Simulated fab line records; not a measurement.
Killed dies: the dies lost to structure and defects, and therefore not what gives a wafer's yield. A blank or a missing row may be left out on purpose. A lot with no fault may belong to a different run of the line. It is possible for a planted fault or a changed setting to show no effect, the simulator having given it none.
What tool caused it?    flow sky130    6 lots, 18 wafers sampled, at 3 steps of a route of 708

== WHAT THE GAUGES READ, wafer by wafer ==
SKY_METAL2_OVL_MEAS_16.
lot   measured      on          METAL2_OVL (nm)
L539  day 35 05:19  overlay-01  3 4 -1
L545  day 37 14:47  overlay-01  1 1 7
L547  day 38 05:19  overlay-02  7 2 10
L548  day 38 15:23  overlay-01  2 -10 -3
L556  day 40 18:37  overlay-01  -8 -14 -19
L561  day 42 16:35  overlay-01  -8 1 -1

== EACH LOT AND THE TOOL THAT RAN IT (in order: tool; ch and the chambers of the sampled wafers; start) ==
lot   SKY_METAL1_METAL_ETCH_19           SKY_METAL2_DEVELOP_14
L539  rie-metal-04 ch 0,1, day 32 21:58  litho-track-01 ch 0, day 35 05:00
L545  rie-metal-03 ch 0,1, day 35 06:55  litho-track-04 ch 0, day 37 14:00
L547  rie-metal-02 ch 0,1, day 35 23:07  litho-track-03 ch 0, day 38 05:00
L548  rie-metal-02 ch 0,1, day 36 08:44  litho-track-04 ch 0, day 38 15:00
L556  rie-metal-02 ch 1, day 38 14:35    litho-track-03 ch 0, day 40 18:00
L561  rie-metal-04 ch 0,1, day 40 14:17  litho-track-04 ch 0, day 42 16:00
- SKY_METAL1_METAL_ETCH_19: etches the open film in Cl2/BCl3, stops on SiO2, target depth 360 nm, time 78 s.
- SKY_METAL2_DEVELOP_14: develop time 60 s.

== THE ANSWER, worked out from the rows above alone ==
Rule: what is usual is taken from the lots themselves. The widest of any qualifying gaps counts: lots, ordered by their means at a reading, are off when they make up no more than a third of the lots, leave a main group of 4 or more, and stand apart from it by 3 or more times the standard deviation of that group's means. Not used: any main group whose means are identical at the precision the tables above print for the reading. A lot without any number at a reading at which 4 lots or more have one is off too. Where the step has rows for the other lots, those lots are counted as sound.
Across all readings shown, no lot is off: no conclusion can be drawn from this.

== WHAT HAD BEEN PUT IN BY THE SIMULATOR ==
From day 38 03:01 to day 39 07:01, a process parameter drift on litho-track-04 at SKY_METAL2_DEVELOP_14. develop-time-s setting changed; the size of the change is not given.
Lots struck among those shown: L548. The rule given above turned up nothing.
